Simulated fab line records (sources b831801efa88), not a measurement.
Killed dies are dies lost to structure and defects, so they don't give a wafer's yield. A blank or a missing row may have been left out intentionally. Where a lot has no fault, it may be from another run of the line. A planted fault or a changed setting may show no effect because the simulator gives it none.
Which of the tools did it? || flow sky130 || 36 wafers from 12 lots sampled at 3 of the route's 708 steps

## WHAT THE GAUGES READ, wafer by wafer
SKY_LI_CONTACT_THK_MEAS_01. Usual: for LI_CONTACT_HDPCVD_THK the level is 930 nm and the standard deviation is 10.
{"lot": "L535", "measured": "day 27 21:26", "on": "film-metro-01", "LI_CONTACT_HDPCVD_THK (nm)": "960 941 963", "flag": ""}
{"lot": "L537", "measured": "day 28 17:22", "on": "film-metro-02", "LI_CONTACT_HDPCVD_THK (nm)": "921 941 921", "flag": ""}
{"lot": "L541", "measured": "day 30 06:19", "on": "film-metro-04", "LI_CONTACT_HDPCVD_THK (nm)": "933 928 936", "flag": ""}
{"lot": "L542", "measured": "day 30 14:01", "on": "film-metro-04", "LI_CONTACT_HDPCVD_THK (nm)": "918 944 943", "flag": ""}
{"lot": "L546", "measured": "day 31 23:38", "on": "film-metro-02", "LI_CONTACT_HDPCVD_THK (nm)": "937 934 933", "flag": ""}
{"lot": "L550", "measured": "day 33 04:05", "on": "film-metro-04", "LI_CONTACT_HDPCVD_THK (nm)": "938 928 934", "flag": ""}
{"lot": "L551", "measured": "day 33 14:32", "on": "film-metro-04", "LI_CONTACT_HDPCVD_THK (nm)": "935 943 922", "flag": ""}
{"lot": "L552", "measured": "day 33 17:09", "on": "film-metro-04", "LI_CONTACT_HDPCVD_THK (nm)": "935 937 934", "flag": ""}
{"lot": "L554", "measured": "day 34 06:13", "on": "film-metro-02", "LI_CONTACT_HDPCVD_THK (nm)": "919 931 938", "flag": ""}
{"lot": "L555", "measured": "day 34 14:06", "on": "film-metro-01", "LI_CONTACT_HDPCVD_THK (nm)": "919 922 926", "flag": ""}
{"lot": "L557", "measured": "day 35 06:04", "on": "film-metro-02", "LI_CONTACT_HDPCVD_THK (nm)": "919 912 927", "flag": ""}
{"lot": "L558", "measured": "day 35 20:58", "on": "film-metro-01", "LI_CONTACT_HDPCVD_THK (nm)": "919 918 918", "flag": ""}

SKY_LOCAL_INTERCONNECT_THK_MEAS_02: measures by xrf. Usual: for LOCAL_INTERCONNECT_TIN_THK the level is 99.2 nm and the standard deviation is 1.4.
{"lot": "L535", "measured": "day 29 04:19", "on": "film-metro-03", "LOCAL_INTERCONNECT_TIN_THK (nm)": "99.4 101.0 99.5", "flag": ""}
{"lot": "L537", "measured": "day 30 00:03", "on": "film-metro-04", "LOCAL_INTERCONNECT_TIN_THK (nm)": "99.0 98.5 96.5", "flag": ""}
{"lot": "L541", "measured": "day 31 12:02", "on": "film-metro-03", "LOCAL_INTERCONNECT_TIN_THK (nm)": "101.3 102.1 102.5", "flag": ""}
{"lot": "L542", "measured": "day 31 19:22", "on": "film-metro-02", "LOCAL_INTERCONNECT_TIN_THK (nm)": "98.5 98.3 98.5", "flag": ""}
{"lot": "L546", "measured": "day 33 05:00", "on": "film-metro-03", "LOCAL_INTERCONNECT_TIN_THK (nm)": "100.6 99.1 98.6", "flag": ""}
{"lot": "L550", "measured": "day 34 08:59", "on": "film-metro-03", "LOCAL_INTERCONNECT_TIN_THK (nm)": "97.1 98.0 99.2", "flag": ""}
{"lot": "L551", "measured": "day 34 18:23", "on": "film-metro-02", "LOCAL_INTERCONNECT_TIN_THK (nm)": "99.9 98.9 100.3", "flag": ""}
{"lot": "L552", "measured": "day 34 21:38", "on": "film-metro-04", "LOCAL_INTERCONNECT_TIN_THK (nm)": "97.5 97.7 98.8", "flag": ""}
{"lot": "L554", "measured": "day 35 09:50", "on": "film-metro-04", "LOCAL_INTERCONNECT_TIN_THK (nm)": "101.9 100.3 101.2", "flag": ""}
{"lot": "L555", "measured": "day 35 18:00", "on": "film-metro-03", "LOCAL_INTERCONNECT_TIN_THK (nm)": "96.8 98.8 97.6", "flag": ""}
{"lot": "L557", "measured": "day 36 09:44", "on": "film-metro-04", "LOCAL_INTERCONNECT_TIN_THK (nm)": "97.4 97.7 99.3", "flag": ""}
{"lot": "L558", "measured": "day 37 00:20", "on": "film-metro-03", "LOCAL_INTERCONNECT_TIN_THK (nm)": "99.2 98.1 97.9", "flag": ""}

## WHICH TOOL RAN EACH LOT (tool, then ch and the chambers of the sampled wafers, then the start)
{"lot": "L535", "SKY_SD_P_STRIP_10": "plasma-asher-03 ch 0,1, day 25 09:59"}
{"lot": "L537", "SKY_SD_P_STRIP_10": "plasma-asher-03 ch 0,1, day 26 05:22"}
{"lot": "L541", "SKY_SD_P_STRIP_10": "plasma-asher-01 ch 0,1, day 27 19:31"}
{"lot": "L542", "SKY_SD_P_STRIP_10": "plasma-asher-03 ch 0,1, day 28 04:12"}
{"lot": "L546", "SKY_SD_P_STRIP_10": "plasma-asher-03 ch 0,1, day 29 14:16"}
{"lot": "L550", "SKY_SD_P_STRIP_10": "plasma-asher-03 ch 0,1, day 30 19:16"}
{"lot": "L551", "SKY_SD_P_STRIP_10": "plasma-asher-01 ch 0,1, day 31 06:55"}
{"lot": "L552", "SKY_SD_P_STRIP_10": "plasma-asher-01 ch 0,1, day 31 08:41"}
{"lot": "L554", "SKY_SD_P_STRIP_10": "plasma-asher-03 ch 0,1, day 31 22:43"}
{"lot": "L555", "SKY_SD_P_STRIP_10": "plasma-asher-03 ch 1, day 32 08:54"}
{"lot": "L557", "SKY_SD_P_STRIP_10": "plasma-asher-03 ch 0,1, day 33 00:46"}
{"lot": "L558", "SKY_SD_P_STRIP_10": "plasma-asher-01 ch 0,1, day 33 14:31"}
- SKY_SD_P_STRIP_10: strips in O2/N2.

## WHAT THE TOOLS THEMSELVES READ (means of the sampled wafers that have a number; where no wafer has one, the mark that the record gives instead)
SKY_SD_P_STRIP_10. Usual: drypump-motor-current-A 5.85 A, standard deviation 0.23; n2-flow-sccm 299.9 sccm, standard deviation 0.84; oes-product-au 0.618 a.u., standard deviation 0.0045; strip-time-to-endpoint-s 17.50 s, standard deviation 0.035.
{"lot": "L535", "tool": "plasma-asher-03", "drypump-motor-current-A (A)": 5.92, "n2-flow-sccm (sccm)": 300.6, "oes-product-au (a.u.)": 0.618, "strip-time-to-endpoint-s (s)": 17.49, "flag": ""}
{"lot": "L537", "tool": "plasma-asher-03", "drypump-motor-current-A (A)": 5.91, "n2-flow-sccm (sccm)": 301.4, "oes-product-au (a.u.)": 0.613, "strip-time-to-endpoint-s (s)": 17.50, "flag": ""}
{"lot": "L541", "tool": "plasma-asher-01", "drypump-motor-current-A (A)": 5.67, "n2-flow-sccm (sccm)": 299.5, "oes-product-au (a.u.)": 0.616, "strip-time-to-endpoint-s (s)": 17.46, "flag": ""}
{"lot": "L542", "tool": "plasma-asher-03", "drypump-motor-current-A (A)": 6.05, "n2-flow-sccm (sccm)": 298.9, "oes-product-au (a.u.)": 0.619, "strip-time-to-endpoint-s (s)": 17.55, "flag": ""}
{"lot": "L546", "tool": "plasma-asher-03", "drypump-motor-current-A (A)": 5.91, "n2-flow-sccm (sccm)": 300.1, "oes-product-au (a.u.)": 0.621, "strip-time-to-endpoint-s (s)": 17.49, "flag": ""}
{"lot": "L550", "tool": "plasma-asher-03", "drypump-motor-current-A (A)": 6.08, "n2-flow-sccm (sccm)": 299.7, "oes-product-au (a.u.)": 0.621, "strip-time-to-endpoint-s (s)": 17.54, "flag": ""}
{"lot": "L551", "tool": "plasma-asher-01", "drypump-motor-current-A (A)": 5.65, "n2-flow-sccm (sccm)": 300.2, "oes-product-au (a.u.)": 0.622, "strip-time-to-endpoint-s (s)": 17.53, "flag": ""}
{"lot": "L552", "tool": "plasma-asher-01", "drypump-motor-current-A (A)": 5.65, "n2-flow-sccm (sccm)": 299.9, "oes-product-au (a.u.)": 0.618, "strip-time-to-endpoint-s (s)": 17.48, "flag": ""}
{"lot": "L554", "tool": "plasma-asher-03", "drypump-motor-current-A (A)": 6.05, "n2-flow-sccm (sccm)": 299.5, "oes-product-au (a.u.)": 0.621, "strip-time-to-endpoint-s (s)": 17.49, "flag": ""}
{"lot": "L555", "tool": "plasma-asher-03", "drypump-motor-current-A (A)": 5.77, "n2-flow-sccm (sccm)": 300.2, "oes-product-au (a.u.)": 0.620, "strip-time-to-endpoint-s (s)": 17.48, "flag": ""}
{"lot": "L557", "tool": "plasma-asher-03", "drypump-motor-current-A (A)": 6.06, "n2-flow-sccm (sccm)": 301.1, "oes-product-au (a.u.)": 0.619, "strip-time-to-endpoint-s (s)": 17.50, "flag": ""}
{"lot": "L558", "tool": "plasma-asher-01", "drypump-motor-current-A (A)": 5.62, "n2-flow-sccm (sccm)": 299.9, "oes-product-au (a.u.)": 0.618, "strip-time-to-endpoint-s (s)": 17.44, "flag": ""}

## THE ANSWER, worked out from the rows above alone
Rule: a lot counts as off when the mean over its wafers that have a number is more than 3 standard deviations away from the usual mean. A lot without any number at a reading at which 4 lots or more have one is off too. Where the step has rows for the other lots, those lots are counted as sound. The gauges are gone through in route order, then the tools' own readings, and for those a lot's mean is taken as printed above. At the first step where some lot is off, the reading lying furthest off is the one used; lots without a number count as furthest.
No lot is off at any reading shown: from this, nothing can be told.

## WHAT THE SIMULATOR HAD INSERTED
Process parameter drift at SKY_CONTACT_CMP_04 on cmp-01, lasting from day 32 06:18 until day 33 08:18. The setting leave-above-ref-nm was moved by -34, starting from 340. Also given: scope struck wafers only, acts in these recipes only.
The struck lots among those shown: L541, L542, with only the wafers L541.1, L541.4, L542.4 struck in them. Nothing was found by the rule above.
